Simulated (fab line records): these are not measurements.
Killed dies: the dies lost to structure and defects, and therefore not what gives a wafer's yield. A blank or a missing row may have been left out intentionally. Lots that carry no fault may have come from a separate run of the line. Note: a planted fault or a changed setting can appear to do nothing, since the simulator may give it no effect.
Which tool is to blame? | flow sfq line | Sampling: 7 lots, 21 wafers, 2 of 325 route steps

## WHAT THE GAUGES SHOWED, per wafer
SFQ_JJ_RS_MEAS_929: uses a four-point probe to measure.
lot  | measured     | on            | JJ_NB_RS (ohm/sq)
L875 | day 58 18:40 | film metro-03 | 1.063 1.054 1.065
L878 | day 59 15:49 | film metro-01 | 1.040 1.056 1.054
L881 | day 61 04:13 | film metro-03 | 1.048 1.044 1.059
L884 | day 62 15:55 | film metro-03 | 1.043 1.051 1.040
L886 | day 63 00:52 | film metro-03 | 1.036 1.033 1.050
L891 | day 67 06:03 | film metro-03 | 0.719 0.720 0.723
L896 | day 68 12:17 | film metro-01 | 0.721 0.723 0.724

## TOOL THAT RAN EACH LOT (tool first, then ch and the chambers of the sampled wafers, then the start)
lot  | SFQ_TRILAYER_JJ_TRILAYER_DEP_SPUTTER_112
L875 | pvd sputter-04, day 58 18:34
L878 | pvd sputter-03, day 59 15:44
L881 | pvd sputter-03, day 61 04:08
L884 | pvd sputter-06, day 62 15:47
L886 | pvd sputter-03, day 63 00:47
L891 | pvd sputter-06, day 67 05:56
L896 | pvd sputter-06, day 68 12:12
- SFQ_TRILAYER_JJ_TRILAYER_DEP_SPUTTER_112: material Nb, target thk 170 nm, time 113.3 s.

## THE ANSWER, worked out from the rows above alone
Rule: the lots themselves supply what counts as usual. The widest of any qualifying gaps counts: lots, ordered by their means at a reading, are off when they make up no more than a third of the lots, leave a main group of 4 or more, and stand apart from it by 3 or more times the standard deviation of that group's means. Not used: any main group whose means are identical at the precision the tables above print for the reading. Also off: a lot with no number at a reading for which 4 or more lots have one. All remaining lots with rows at the step are treated as sound.
Off: at SFQ_JJ_RS_MEAS_929 (JJ_NB_RS), L891, L896. Main group: mean 1.049 ohm/sq, sd 0.007.
If a tool, at a process step before that reading, ran all the lots that are off and no sound lot after the first of them, it fits. Those tools and the gauges at SFQ_JJ_RS_MEAS_929 are tried in the same way. One fits: pvd sputter-06 at SFQ_TRILAYER_JJ_TRILAYER_DEP_SPUTTER_112. A fault onset in the window from L884 (day 62 15:47, its last sound lot) to L891 (day 67 05:56, its first lot off) fits.

## WHAT HAD BEEN PUT IN BY THE SIMULATOR
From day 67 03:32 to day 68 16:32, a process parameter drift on pvd sputter-06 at SFQ_TRILAYER_JJ_TRILAYER_DEP_SPUTTER_112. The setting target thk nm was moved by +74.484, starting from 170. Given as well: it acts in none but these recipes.
Struck lots among those shown: L891, L896. The rule above reached the same finding.
